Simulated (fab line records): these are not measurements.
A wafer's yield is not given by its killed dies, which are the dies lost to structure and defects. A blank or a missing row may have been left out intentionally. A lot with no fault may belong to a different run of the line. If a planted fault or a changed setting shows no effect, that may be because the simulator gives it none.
A lot that was struck, set against a sound lot | flow gf180mcu | 44 steps out of a route of 602
Sound: wafers L127.4, L127.5, L127.6. Struck: wafer L139.2 (L139.3, L139.6, from the same lot, were not struck and are left out); the cause is given at the end.
Per side, at each step with rows, come the tool, then ch with its chambers, and then its first start. Under that, the readings that differ: sound wafers | struck wafers | difference of the means | sigmas: that difference in standard deviations of wafers without a fault.
alike: same words and numbers on both sides, and readings whose means sit less than 2 such deviations apart. not compared: any withheld reading, any reading some wafer has no value for, any bound like >300 that may hide the same value, and any number with overlapping values for which the record gives no deviation.
Wherever a step has rows on one side only, a row that says differs or no value, or a row with sigmas, the two part there. When numbers do not overlap yet have no deviation, they are printed without sigmas and do not part them. A reading that every wafer of one side lacks parts them only if that side has two wafers or more.

first, 2 steps without rows for these wafers: GF_V2_STRIP_19 (strips in post etch residue remover, time 1200 s); GF_V2_CLEAN_20 (cleans in DIW).
GF_V2_SPUTTER_21: material Ti, target thk 15 nm, time 80.02 s.
  sound on pvd sputter-03 at day 23 09:44; struck on pvd sputter-03 at day 27 02:00
  alike: throttle valve pct
then, 1 step without rows for these wafers: GF_V2_SPUTTER_22 (material TiN, target thk 10 nm, time 40 s).
GF_V2_CVD_23: deposits W, target thk 350 nm, time 104.94 s.
  sound on cvd w-01 ch 0,1, day 23 09:53; struck on cvd w-02 ch 0, day 27 02:06
  alike: heater power w
GF_V2_RS_MEAS_24: a four-point-probe measurement.
  sound on film metro-04 at day 23 10:01; struck on film metro-04 at day 27 02:14
  alike: V2_W_RS
GF_V2_THK_MEAS_25: measures by xrf.
  sound on film metro-04 at day 23 10:07; struck on film metro-04 at day 27 02:20
  alike: V2_W_THK
then, 5 steps without rows for these wafers: GF_V2_CMP_26 (polishes, stops on SiO2, t overpolish 15 s, target thk 0 nm); GF_M3_SPUTTER_00 (material Ti, target thk 37.5 nm, time 150 s); GF_M3_SPUTTER_01 (material TiN, target thk 30 nm, time 25 s); GF_M3_SPUTTER_02 (material AlCu, target thk 450 nm, time 23.9 s); GF_M3_SPUTTER_03 (material Ti, target thk 10 nm, time 6.7 s).
GF_M3_SPUTTER_04: material TiN, target thk 50 nm, time 41.7 s.
  sound on pvd sputter-02 at day 23 10:37; struck on pvd sputter-02 at day 27 02:52
  reading                                | sound             | struck | difference | sigmas
  model.TiN_of_M3_SPUTTER_04.thk nm (nm) | 49.29 50.86 49.43 | 63.69  | +13.83     |
  alike: throttle valve pct
GF_M3_RS_MEAS_05: a four-point-probe measurement.
  sound on film metro-03 at day 23 10:43; struck on film metro-02 at day 27 02:56
  reading             | sound                | struck | difference | sigmas
  M3_ALCU_RS (ohm/sq) | 0.0707 0.0694 0.0709 | 0.0676 | -0.0027    | -3
GF_M3_THK_MEAS_06: measures by xrf.
  sound on film metro-03 at day 23 10:49; struck on film metro-02 at day 27 03:02
  alike: M3_ALCU_THK
then, 7 steps without rows for these wafers: GF_M3_DEHYDRATE_07 (time 60 s); GF_M3_HMDS_08 (prime time 60 s); GF_M3_COAT_09 (resist thk 1000 nm); GF_M3_SOFTBAKE_10 (time 60 s); GF_M3_EXPOSE_11 (exposes mask Metal3, target cd 280 nm); GF_M3_PEB_12 (peb time 90 s); GF_M3_DEVELOP_13 (develop time 60 s).
GF_M3_CD_MEAS_14 targets a cd of 280 nm.
  sound on cd sem-02 at day 24 08:54; struck on cd sem-01 at day 27 23:03
  alike: cd nm
GF_M3_OVL_MEAS_15:
  sound on overlay-01 at day 24 08:58; struck on overlay-01 at day 27 23:10
  alike: M3_OVL
GF_M3_METAL_ETCH_16: etches the open film in Cl2/BCl3, stops on SiO2, target depth 750.8 nm, time 125.1 s.
  sound on rie metal-01 ch 0,1, day 24 09:02; struck on rie metal-03 ch 0, day 27 23:11
  reading                | sound             | struck | difference                   | sigmas
  bcl3 flow sccm (sccm)  | 40.22 40.16 40.15 | 39.77  | -0.41                        | -3
  rf hours counter h (h) | - - -             | 14     | no value on the sound wafers |
  alike: drypump motor current A, oes product au, rf fwd power W, throttle valve pct
GF_M3_STRIP_17: strips in O2/N2.
  sound on plasma asher-04 ch 0,1, day 24 09:09; struck on plasma asher-02 ch 0, day 27 23:19
  reading                      | sound          | struck | difference                   | sigmas
  rf hours counter h (h)       | - - -          | 82     | no value on the sound wafers |
  strip time to endpoint s (s) | 7.31 7.34 7.29 | 7.42   | +0.11                        | +2
  alike: drypump motor current A, heater power w, oes product au, platen temp c
then, 3 steps without rows for these wafers: GF_M3_STRIP_18 (strips in post etch residue remover, time 1200 s); GF_M3_CLEAN_19 (cleans in DIW); GF_V3_CVD_00 (deposits SiO2, target thk 600 nm, time 100 s).
GF_V3_THK_MEAS_01:
  sound on film metro-04 at day 24 09:47; struck on film metro-04 at day 27 23:56
  alike: V3_CVD_00_THK
then, 1 step without rows for these wafers: GF_V3_CVD_02 (deposits SiO2 from TEOS, target thk 850 nm, time 94.851 s).
GF_V3_THK_MEAS_03:
  sound on film metro-03 at day 24 09:55; struck on film metro-02 at day 28 00:04
  alike: V3_CVD_02_THK
GF_V3_CMP_04: polishes SiO2.
  sound on cmp-01 ch 1,2, day 24 10:00; struck on cmp-01 ch 2, day 28 00:10
  alike: motor current A, time to endpoint s
GF_V3_BOW_MEAS_05:
  sound on film metro-03 at day 24 10:19; struck on film metro-02 at day 28 00:26
  alike: V3_BOW
then, 8 steps without rows for these wafers: GF_V3_DEHYDRATE_06 (time 60 s); GF_V3_HMDS_07 (prime time 60 s); GF_V3_COAT_08; GF_V3_COAT_09 (resist thk 1000 nm); GF_V3_SOFTBAKE_10 (time 60 s); GF_V3_EXPOSE_11 (exposes mask Via3, target cd 260 nm); GF_V3_PEB_12 (peb time 90 s); GF_V3_DEVELOP_13 (develop time 60 s).
GF_V3_STRIP_19: strips in post etch residue remover, time 1200 s.
  sound on wet bench-01 ch 3, day 25 08:13; struck on wet bench-01 ch 1, day 28 20:22
  reading                                | sound             | struck | difference | sigmas
  model.TiN_of_M3_SPUTTER_04.thk nm (nm) | 48.46 50.02 48.59 | 62.84  | +13.82     |
-- the record jumps here: 5 days lie between the struck wafers' starts before and after (it left off in module V3 and takes up again in module PASSIVATION, whose first step shown is number 602 of the route) --
GF_PASSIVATION_PROBE_99:
  record: rows for the struck wafers here (prober-01, day 34 07:34), none for the sound ones

## WHERE THEY PART
At GF_M3_RS_MEAS_05 first; at GF_PASSIVATION_PROBE_99 last (within this record only).

WHY: whatever the simulator had introduced
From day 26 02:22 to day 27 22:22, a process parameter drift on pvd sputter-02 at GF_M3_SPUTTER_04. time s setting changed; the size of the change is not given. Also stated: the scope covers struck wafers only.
